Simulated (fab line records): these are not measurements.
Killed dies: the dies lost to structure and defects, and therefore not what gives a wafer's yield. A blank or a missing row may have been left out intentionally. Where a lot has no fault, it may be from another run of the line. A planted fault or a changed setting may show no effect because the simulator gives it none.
Matching of chambers :: flow sky130 :: SKY_CONTACT_ETCH_17 on rie_diel-03: 4 sister chambers
The step etches SiO2 in C4F8/O2/Ar, stops on Si3N4, target depth 340 nm. 14 wafers are shown with their chamber, then 7 later ones without.

== WAFERS PAIRED WITH THEIR CHAMBERS ==
wafer: L076.4
chamber: 3
oes_product_au (a.u.): 0.896

wafer: L076.5
chamber: 2
oes_product_au (a.u.): 0.892

wafer: L076.6
chamber: 3
oes_product_au (a.u.): 0.885

wafer: L084.1
chamber: 3
oes_product_au (a.u.): 0.887

wafer: L084.3
chamber: 0
oes_product_au (a.u.): 0.899

wafer: L084.5
chamber: 2
oes_product_au (a.u.): 0.897

wafer: L090.1
chamber: 3
oes_product_au (a.u.): 0.892

wafer: L090.2
chamber: 1
oes_product_au (a.u.): 0.893

wafer: L090.6
chamber: 1
oes_product_au (a.u.): 0.898

wafer: L092.2
chamber: 3
oes_product_au (a.u.): 0.892

wafer: L092.4
chamber: 1
oes_product_au (a.u.): 0.886

wafer: L092.5
chamber: 3
oes_product_au (a.u.): 0.894

wafer: L096.2
chamber: 3
oes_product_au (a.u.): 0.890

wafer: L096.3
chamber: 0
oes_product_au (a.u.): 0.900

SIGNATURES (means of the wafers above)
reading: oes_product_au
chamber 0: 0.89950
chamber 1: 0.89233
chamber 2: 0.89450
chamber 3: 0.89086
scatter within a chamber: 0.00418
Rule: for each reading, subtract the chamber's mean from the wafer's reading, divide by that reading's scatter and square the result; add these up over the readings and take the root, which gives the wafer's distance from the chamber. If the next closest chamber is less than 2 further off than the closest, the wafer can't be placed; otherwise it belongs to the closest. The scatter is the square root of a quotient: the sum, over the shown wafers, of each reading's squared deviation from its chamber's mean, divided by wafers minus chambers.

== WAFERS WITHOUT THEIR CHAMBER ==
wafer: L096.6
oes_product_au (a.u.): 0.890

wafer: L097.1
oes_product_au (a.u.): 0.899

wafer: L097.2
oes_product_au (a.u.): 0.893

wafer: L097.3
oes_product_au (a.u.): 0.894

wafer: L097.4
oes_product_au (a.u.): 0.896

wafer: L097.5
oes_product_au (a.u.): 0.894

wafer: L097.6
oes_product_au (a.u.): 0.891

== THE CHAMBER EACH PASSED THROUGH ==
wafer: L096.6
from the rows above: can't be placed: 3 or 1 or 2
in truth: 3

wafer: L097.1
from the rows above: can't be placed: 0 or 2 or 1 or 3
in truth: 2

wafer: L097.2
from the rows above: can't be placed: 1 or 2 or 3 or 0
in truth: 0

wafer: L097.3
from the rows above: can't be placed: 2 or 1 or 3 or 0
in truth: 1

wafer: L097.4
from the rows above: can't be placed: 2 or 0 or 1 or 3
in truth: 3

wafer: L097.5
from the rows above: can't be placed: 2 or 1 or 3 or 0
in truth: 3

wafer: L097.6
from the rows above: can't be placed: 3 or 1 or 2
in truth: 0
Correct placement for 0 of the 7. Can't be placed from these rows: 7 (the true chamber is among the candidates in 6). Number placed wrongly: 0.
